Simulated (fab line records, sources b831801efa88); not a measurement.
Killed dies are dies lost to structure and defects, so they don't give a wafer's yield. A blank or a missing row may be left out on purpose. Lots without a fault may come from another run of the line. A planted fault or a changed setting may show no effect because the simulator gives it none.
A struck lot beside a sound one | flow sky130 | 15 steps out of a route of 708
Sound: wafers L226.1, L226.3, L226.5. Struck: wafers L244.1, L244.2, L244.4. The cause comes at the end.
At each step with rows: each side's tool, then ch and its chambers, then its first start. Under that, the readings that differ: sound wafers | struck wafers | difference of the means | sigmas: that difference in standard deviations of wafers without a fault.
alike: readings whose means differ by less than 2 such deviations, and words and numbers that are the same on both sides. not compared: withheld readings, readings that some wafer has no value for, bounds like >300 that may hide the same value, and numbers for which the record gives no deviation and whose values overlap.
The two part at a step that has a row with sigmas, a row that says differs or no value, or rows on one side only. Numbers that don't overlap but have no deviation are shown without sigmas and don't part them. A reading that every wafer of one side lacks parts them only if that side has two wafers or more.

first, 1 step without rows for these wafers: SKY_GATE_OXIDE_OXIDATION_01 (stabilise 600 s, purge 300 s, target thk 10.268 nm).
SKY_GATE_OXIDE_THK_MEAS_02:
  sound on film_metro-01, day 14 05:52; struck on film_metro-01, day 20 01:35
  alike: GATE_OXIDE_OXIDATION_00_THK
then, 7 steps without rows for these wafers: SKY_GATE_OXIDE_DEHYDRATE_03 (time 60 s); SKY_GATE_OXIDE_HMDS_04 (prime time 60 s); SKY_GATE_OXIDE_COAT_05 (resist thk 1140 nm); SKY_GATE_OXIDE_SOFTBAKE_06 (time 60 s); SKY_GATE_OXIDE_EXPOSE_07 (exposes mask LVOM, target cd 600 nm); SKY_GATE_OXIDE_PEB_08; SKY_GATE_OXIDE_DEVELOP_09 (develop time 60 s).
SKY_GATE_OXIDE_OVL_MEAS_10:
  sound on overlay-02, day 15 07:58; struck on overlay-02, day 21 07:58
  alike: GATE_OXIDE_OVL
then, 2 steps without rows for these wafers: SKY_GATE_OXIDE_IMPLANT_11; SKY_GATE_OXIDE_WET_ETCH_12 (etches SiO2 in dHF, target depth 16.8 nm, time 336 s).
SKY_GATE_OXIDE_STRIP_13: strips in O2/N2.
  sound on plasma_asher-03 ch 0, day 15 08:16; struck on plasma_asher-01 ch 0,1, day 21 08:16
  reading                                         | sound             | struck            | difference                    | sigmas
  oes_product_au (a.u.)                           | 0.711 0.723 0.714 | 0.900 0.910 0.892 | +0.185                        | +46
  strip_time_to_endpoint_s (s)                    | 14.14 14.18 14.13 | - - -             | no value on the struck wafers |
  model.NOVOLAK_of_GATE_OXIDE_COAT_05.thk_nm (nm) | 0 0 0             | 777.3 778.3 777.8 | +777.8                        |
  alike: drypump_motor_current_A
  not compared: rf_hours_counter_h
SKY_GATE_OXIDE_TW_MEAS_14:
  sound on film_metro-01, day 15 08:22; struck on film_metro-02, day 21 08:22
  alike: GATE_OXIDE_TW
-- the record jumps here: 29 days lie between the struck wafers' starts before and after (it left off in module GATE_OXIDE and takes up again in module PAD_OPEN, whose first step shown is number 708 of the route) --
SKY_PAD_OPEN_PROBE_99:
  the record has rows for the struck wafers here (prober-01, day 50 18:08) and none for the sound ones

WHERE THEY PART
First at SKY_GATE_OXIDE_STRIP_13; last, within this record, at SKY_PAD_OPEN_PROBE_99.

WHY: what the simulator had put in
Strip aborted: plasma_asher-01, from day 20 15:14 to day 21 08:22, at SKY_GATE_OXIDE_STRIP_13. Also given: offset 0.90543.
